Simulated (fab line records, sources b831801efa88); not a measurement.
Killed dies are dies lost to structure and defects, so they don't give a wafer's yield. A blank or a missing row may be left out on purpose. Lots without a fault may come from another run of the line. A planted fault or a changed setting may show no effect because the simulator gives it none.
Which tool did it? | flow gf180mcu | 12 lots, 36 wafers sampled, at 6 steps of a route of 602

WHAT THE GAUGES READ, wafer by wafer
GF_VT_IMPLANT_RS_MEAS_46: measures by four-point-probe. Usual: MVSD_RS 457.0 ohm/sq, standard deviation 1.3.
lot  | measured     | on            | MVSD_RS (ohm/sq)  | flag
L766 | day 7 15:14  | film_metro-01 | 458.8 458.6 457.9 |
L770 | day 8 15:24  | film_metro-04 | 457.2 457.5 456.3 |
L773 | day 9 10:17  | film_metro-04 | 455.6 455.8 456.8 |
L779 | day 11 06:02 | film_metro-04 | 454.3 456.0 456.5 |
L780 | day 11 14:18 | film_metro-04 | 456.2 455.7 455.2 |
L781 | day 11 18:42 | film_metro-04 | 456.8 456.3 457.3 |
L783 | day 12 09:40 | film_metro-01 | 456.5 456.2 458.3 |
L784 | day 12 14:00 | film_metro-02 | 455.3 456.1 455.0 |
L785 | day 12 22:02 | film_metro-04 | 457.1 458.1 456.1 |
L786 | day 13 05:47 | film_metro-02 | 455.3 456.4 455.4 |
L787 | day 13 12:50 | film_metro-02 | 456.5 455.2 455.6 |
L789 | day 14 01:13 | film_metro-01 | 455.1 455.7 456.6 |

GF_DUAL_GATE_THK_MEAS_03. Usual: DUAL_GATE_OXIDATION_00_THK 10.94 nm, standard deviation 0.22.
lot  | measured     | on            | DUAL_GATE_OXIDATION_00_THK (nm) | flag
L766 | day 7 18:09  | film_metro-03 | 11.13 11.05 11.05               |
L770 | day 8 18:17  | film_metro-04 | 11.12 10.99 11.38               |
L773 | day 9 12:23  | film_metro-03 | 10.95 11.20 10.87               |
L779 | day 11 08:17 | film_metro-01 | 10.63 10.90 10.63               |
L780 | day 11 16:25 | film_metro-04 | 10.81 10.83 10.76               |
L781 | day 11 20:49 | film_metro-01 | 11.02 10.99 10.86               |
L783 | day 12 11:44 | film_metro-03 | 10.97 10.91 10.92               |
L784 | day 12 16:07 | film_metro-04 | 10.86 10.96 11.09               |
L785 | day 13 00:23 | film_metro-01 | 11.24 10.93 10.97               |
L786 | day 13 07:56 | film_metro-03 | 11.01 11.15 11.05               |
L787 | day 13 16:17 | film_metro-01 | 10.70 10.77 10.64               |
L789 | day 14 03:19 | film_metro-03 | 10.81 11.06 11.03               |

GF_HV_LDD_TW_MEAS_50. Usual: HV_LDD_4_TW 566, standard deviation 5.2.
lot  | measured     | on            | HV_LDD_4_TW | flag
L766 | day 12 11:43 | film_metro-01 | 564 562 563 |
L770 | day 13 15:00 | film_metro-01 | 565 566 566 |
L773 | day 14 13:42 | film_metro-04 | 573 574 572 |
L779 | day 16 19:56 | film_metro-04 | 30 30 30    | OFF
L780 | day 17 03:24 | film_metro-01 | 30 30 30    | OFF
L781 | day 17 10:56 | film_metro-01 | 30 30 30    | OFF
L783 | day 18 02:32 | film_metro-02 | 568 566 569 |
L784 | day 18 10:03 | film_metro-01 | 562 557 559 |
L785 | day 18 21:19 | film_metro-02 | 565 566 564 |
L786 | day 19 03:31 | film_metro-01 | 559 563 561 |
L787 | day 19 15:42 | film_metro-04 | 572 576 576 |
L789 | day 20 04:28 | film_metro-02 | 564 562 565 |

GF_SAB_CD_MEAS_09: target cd 420 nm. Usual: cd_nm 420.0 nm, standard deviation 2.
lot  | measured     | on        | cd_nm (nm)        | flag
L766 | day 15 04:50 | cd_sem-02 | 415.4 417.8 417.7 |
L770 | day 16 11:38 | cd_sem-02 | 416.8 419.1 416.9 |
L773 | day 17 10:59 | cd_sem-01 | 416.3 416.2 418.2 |
L783 | day 21 06:39 | cd_sem-01 | 421.7 421.1 422.7 |
L784 | day 21 14:49 | cd_sem-02 | 418.9 417.8 417.5 |
L785 | day 22 01:29 | cd_sem-02 | 421.6 422.7 419.5 |
L786 | day 22 08:11 | cd_sem-01 | 418.0 420.1 420.4 |
L787 | day 22 18:35 | cd_sem-01 | 420.1 421.8 421.4 |
L789 | day 23 06:22 | cd_sem-01 | 418.7 419.0 419.6 |

WHICH TOOL RAN EACH LOT (tool, then ch and the chambers of the sampled wafers, then the start)
lot  | GF_HV_LDD_STRIP_37                   | GF_HV_LDD_STRIP_49
L766 | plasma_asher-03 ch 0,1, day 11 16:38 | plasma_asher-03 ch 0,1, day 12 11:38
L770 | plasma_asher-04 ch 0,1, day 12 18:30 | plasma_asher-02 ch 0,1, day 13 14:54
L773 | plasma_asher-04 ch 0,1, day 13 16:38 | plasma_asher-02 ch 0,1, day 14 13:36
L779 | plasma_asher-04 ch 0,1, day 15 20:56 | plasma_asher-03 ch 0,1, day 16 19:50
L780 | plasma_asher-04 ch 0,1, day 16 04:54 | plasma_asher-03 ch 0,1, day 17 03:18
L781 | plasma_asher-03 ch 0,1, day 16 11:56 | plasma_asher-02 ch 0,1, day 17 10:50
L783 | plasma_asher-04 ch 0,1, day 17 03:19 | plasma_asher-02 ch 0,1, day 18 02:26
L784 | plasma_asher-03 ch 0,1, day 17 11:06 | plasma_asher-03 ch 0,1, day 18 09:56
L785 | plasma_asher-04 ch 0,1, day 17 21:19 | plasma_asher-02 ch 0,1, day 18 21:14
L786 | plasma_asher-03 ch 0,1, day 18 03:11 | plasma_asher-02 ch 0,1, day 19 03:26
L787 | plasma_asher-03 ch 0,1, day 18 15:23 | plasma_asher-04 ch 0,1, day 19 15:37
L789 | plasma_asher-04 ch 0,1, day 19 03:39 | plasma_asher-04 ch 0,1, day 20 04:21
- GF_HV_LDD_STRIP_37: strips in O2/N2.
- GF_HV_LDD_STRIP_49: strips in O2/N2.

WHAT THE TOOLS THEMSELVES READ (means of the sampled wafers that have a number; where no wafer has one, the mark that the record gives instead)
GF_HV_LDD_STRIP_37. Usual: chamber_pressure_mTorr 1500.0 mTorr, standard deviation 1.3; drypump_motor_current_A 5.4 A, standard deviation 0.4; heater_power_w 354 W, standard deviation 40; oes_product_au 0.716 a.u., standard deviation 0.0047; strip_time_to_endpoint_s 12.62 s, standard deviation 0.033.
lot  | tool            | chamber_pressure_mTorr (mTorr) | drypump_motor_current_A (A) | heater_power_w (W) | oes_product_au (a.u.) | strip_time_to_endpoint_s (s) | flag
L766 | plasma_asher-03 | 1499.2                         | 5.0                         | 390                | 0.714                 | 12.59                        |
L770 | plasma_asher-04 | 1499.7                         | 5.7                         | 330                | 0.715                 | 12.66                        |
L773 | plasma_asher-04 | 1499.9                         | 5.5                         | 333                | 0.715                 | 12.64                        |
L779 | plasma_asher-04 | -                              | -                           | -                  | -                     | -                            | OFF
L780 | plasma_asher-04 | -                              | -                           | -                  | -                     | -                            | OFF
L781 | plasma_asher-03 | -                              | -                           | -                  | -                     | -                            | OFF
L783 | plasma_asher-04 | 1501.4                         | 5.5                         | 324                | 0.717                 | 12.63                        |
L784 | plasma_asher-03 | 1499.9                         | 5.0                         | 390                | 0.720                 | 12.61                        |
L785 | plasma_asher-04 | 1500.2                         | 5.5                         | 327                | 0.713                 | 12.63                        |
L786 | plasma_asher-03 | 1499.9                         | 5.0                         | 397                | 0.718                 | 12.58                        |
L787 | plasma_asher-03 | 1500.2                         | 5.0                         | 394                | 0.718                 | 12.65                        |
L789 | plasma_asher-04 | 1499.9                         | 5.7                         | 343                | 0.717                 | 12.64                        |

GF_HV_LDD_STRIP_49. Usual: chamber_pressure_mTorr 1500.0 mTorr, standard deviation 1.4; drypump_motor_current_A 5.4 A, standard deviation 0.4; heater_power_w 367 W, standard deviation 42; oes_product_au 0.716 a.u., standard deviation 0.0045; strip_time_to_endpoint_s 12.61 s, standard deviation 0.038.
lot  | tool            | chamber_pressure_mTorr (mTorr) | drypump_motor_current_A (A) | heater_power_w (W) | oes_product_au (a.u.) | strip_time_to_endpoint_s (s) | flag
L766 | plasma_asher-03 | 1501.0                         | 5.4                         | 352                | 0.714                 | 12.64                        |
L770 | plasma_asher-02 | 1498.7                         | 5.5                         | 374                | 0.713                 | 12.58                        |
L773 | plasma_asher-02 | 1499.5                         | 5.4                         | 382                | 0.711                 | 12.65                        |
L779 | plasma_asher-03 | 1499.0                         | 5.4                         | 352                | 0.718                 | 27.63                        | OFF
L780 | plasma_asher-03 | 1501.0                         | 5.0                         | 394                | 0.722                 | 27.48                        | OFF
L781 | plasma_asher-02 | 1498.1                         | 5.5                         | 374                | 0.712                 | 27.52                        | OFF
L783 | plasma_asher-02 | 1499.0                         | 5.5                         | 373                | 0.715                 | 12.67                        |
L784 | plasma_asher-03 | 1501.0                         | 5.4                         | 355                | 0.716                 | 12.68                        |
L785 | plasma_asher-02 | 1501.4                         | 5.4                         | 377                | 0.712                 | 12.65                        |
L786 | plasma_asher-02 | 1499.4                         | 5.5                         | 371                | 0.714                 | 12.63                        |
L787 | plasma_asher-04 | 1498.9                         | 5.6                         | 339                | 0.718                 | 12.54                        |
L789 | plasma_asher-04 | 1499.7                         | 5.5                         | 331                | 0.718                 | 12.65                        |

THE ANSWER, worked out from the rows above alone
Rule: a lot is off if the mean of its wafers that have a number lies more than 3 standard deviations from the usual mean. A lot without any number at a reading at which 4 lots or more have one is off too. The other lots that the step has rows for count as sound. The gauges are gone through in route order, then the tools' own readings, and for those a lot's mean is taken as printed above. The first step at which some lot is off is used, and at that step the reading that is off furthest; a lot without a number counts as furthest.
Off: L779, L780, L781, at GF_HV_LDD_TW_MEAS_50 (HV_LDD_4_TW).
A tool fits if, at a process step before that reading, it ran every lot that is off, and no sound lot after the first of them. The gauges at GF_HV_LDD_TW_MEAS_50 aren't tried: what is off there is off at GF_HV_LDD_STRIP_37 too, on other tools, and a gauge's error can't cause that. None of those tried fits.

WHAT THE SIMULATOR HAD PUT IN
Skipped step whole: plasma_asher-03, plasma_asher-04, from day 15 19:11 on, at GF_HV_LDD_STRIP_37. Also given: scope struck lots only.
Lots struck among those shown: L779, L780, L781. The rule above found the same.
